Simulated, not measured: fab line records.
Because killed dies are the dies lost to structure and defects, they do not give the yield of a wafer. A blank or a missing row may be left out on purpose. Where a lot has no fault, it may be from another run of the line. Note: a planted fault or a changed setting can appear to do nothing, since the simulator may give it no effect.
Which tool was responsible? / flow sky130 / route of 708 steps, sampled at 1 step: 12 lots, 36 wafers

## WHAT THE GAUGES READ, wafer by wafer
SKY_GATE_OXIDE_OVL_MEAS_10.
lot=L075; measured=day 14 02:28; on=overlay-01; GATE_OXIDE_OVL (nm)=-1.9 -1.0 0.0
lot=L077; measured=day 15 08:27; on=overlay-02; GATE_OXIDE_OVL (nm)=-1.4 0.0 -1.3
lot=L079; measured=day 16 04:51; on=overlay-01; GATE_OXIDE_OVL (nm)=-0.7 -0.5 -0.1
lot=L081; measured=day 16 17:08; on=overlay-01; GATE_OXIDE_OVL (nm)=-0.9 0.2 -0.6
lot=L083; measured=day 17 13:03; on=overlay-02; GATE_OXIDE_OVL (nm)=-0.7 -1.1 -1.8
lot=L085; measured=day 17 16:01; on=overlay-01; GATE_OXIDE_OVL (nm)=0.0 -1.6 -0.2
lot=L087; measured=day 18 11:04; on=overlay-02; GATE_OXIDE_OVL (nm)=0.3 1.9 0.6
lot=L089; measured=day 19 05:25; on=overlay-02; GATE_OXIDE_OVL (nm)=-1.7 -2.4 -0.4
lot=L091; measured=day 20 03:13; on=overlay-01; GATE_OXIDE_OVL (nm)=-1.2 -3.3 -3.0
lot=L093; measured=day 20 11:23; on=overlay-02; GATE_OXIDE_OVL (nm)=-0.2 -1.5 -2.5
lot=L095; measured=day 21 14:29; on=overlay-02; GATE_OXIDE_OVL (nm)=-0.9 -1.1 -2.4
lot=L097; measured=day 22 06:10; on=overlay-02; GATE_OXIDE_OVL (nm)=0.8 0.0 0.0

## WHICH TOOL RAN EACH LOT (tool, then ch and the chambers of the sampled wafers, then the start)
There is no process step in the record ahead of these readings.

## THE ANSWER, worked out from the rows above alone
Rule: the lots themselves supply what counts as usual. The widest of any qualifying gaps counts: lots, ordered by their means at a reading, are off when they make up no more than a third of the lots, leave a main group of 4 or more, and stand apart from it by 3 or more times the standard deviation of that group's means. A main group whose means are all the same, to the digits that the tables above print for the reading, isn't used. A lot without any number at a reading at which 4 lots or more have one is off too. All remaining lots with rows at the step are treated as sound.
No lot is off at any reading shown: from this, nothing can be told.

## WHAT THE SIMULATOR PUT IN
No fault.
